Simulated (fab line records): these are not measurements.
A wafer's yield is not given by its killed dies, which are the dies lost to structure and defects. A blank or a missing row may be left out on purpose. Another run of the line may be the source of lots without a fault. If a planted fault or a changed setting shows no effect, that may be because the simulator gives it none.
A lot that was struck, set against a sound lot + flow sky130 + 15 out of 708 route steps
Sound: the wafers L394.3, L394.4, L394.5. Struck: wafers L403.1, L403.2, L403.5. The cause is named last.
At each step with rows: each side's tool, then ch and its chambers, then its first start. Under that, the readings that differ: sound wafers + struck wafers + difference of the means + sigmas: that difference in standard deviations of wafers without a fault.
alike: words and numbers the same on both sides, and readings whose means are apart by under 2 such deviations; not compared: readings that were withheld, readings missing a value for some wafer, numbers with overlapping values and no deviation given by the record, and bounds like >300 which may hide the same value.
A row with sigmas, a row that says differs or no value, or rows on one side alone: a step with any of these is where the two part. Numbers that have no deviation but don't overlap get no sigmas and don't part them. Lack of a reading on every wafer of one side parts them only where that side has two or more wafers.

SKY_VT_ADJUST_PCH_STRIP_09: strips in O2/N2.
  sound on plasma_asher-02 ch 0,1, day 11 07:40; struck on plasma_asher-04 ch 0,1, day 13 21:59
  alike: drypump_motor_current_A, n2_flow_sccm, oes_product_au, strip_time_to_endpoint_s
  not compared: rf_hours_counter_h
SKY_VT_ADJUST_PCH_TW_MEAS_10:
  struck on film_metro-03, day 13 22:05; sound on film_metro-01, day 11 07:45
  alike: VT_ADJUST_PCH_TW
then, 7 steps without rows for these wafers: SKY_SONOS_TUNNEL_DEHYDRATE_00 (time 60 s); SKY_SONOS_TUNNEL_HMDS_01 (prime time 60 s); SKY_SONOS_TUNNEL_COAT_02 (resist thk 1140 nm); SKY_SONOS_TUNNEL_SOFTBAKE_03 (time 60 s); SKY_SONOS_TUNNEL_EXPOSE_04 (exposes mask TUNM, target cd 410 nm); SKY_SONOS_TUNNEL_PEB_05; SKY_SONOS_TUNNEL_DEVELOP_06 (develop time 60 s).
SKY_SONOS_TUNNEL_CD_MEAS_07 targets a cd of 410 nm.
  struck on cd_sem-02, day 15 00:22; sound on cd_sem-01, day 12 08:02
  alike: cd_nm
SKY_SONOS_TUNNEL_OVL_MEAS_08:
  struck on overlay-01, day 15 00:29; sound on overlay-01, day 12 08:08
  alike: SONOS_TUNNEL_OVL
then, 1 step without rows for these wafers: SKY_SONOS_TUNNEL_IMPLANT_09.
SKY_SONOS_TUNNEL_WET_ETCH_10: etches SiO2 in dHF, target depth 14 nm, time 280 s.
  sound on wet_bench-04 ch 2, day 12 08:18; struck on wet_bench-04 ch 3, day 15 00:41
  no value came back on the struck wafers for bath_heat_duty_pct (%), run_length_s (s); on the sound wafers bath_heat_duty_pct (%) reads 7.0 6.5 6.9
then, 1 step without rows for these wafers: SKY_SONOS_TUNNEL_STRIP_11 (strips in SPM, time 600 s).
-- a jump in the record: the struck wafers' starts before and after are 34 days apart (it breaks off in module SONOS_TUNNEL and resumes in module PAD_OPEN, where the first step shown is number 708 of the route) --
SKY_PAD_OPEN_PROBE_99:
  only the struck wafers here have rows in the record (prober-01, day 48 13:49); the sound ones have none

## WHERE THEY PART
First at SKY_SONOS_TUNNEL_WET_ETCH_10; last, within this record, at SKY_PAD_OPEN_PROBE_99.

WHY: what had been put in by the simulator
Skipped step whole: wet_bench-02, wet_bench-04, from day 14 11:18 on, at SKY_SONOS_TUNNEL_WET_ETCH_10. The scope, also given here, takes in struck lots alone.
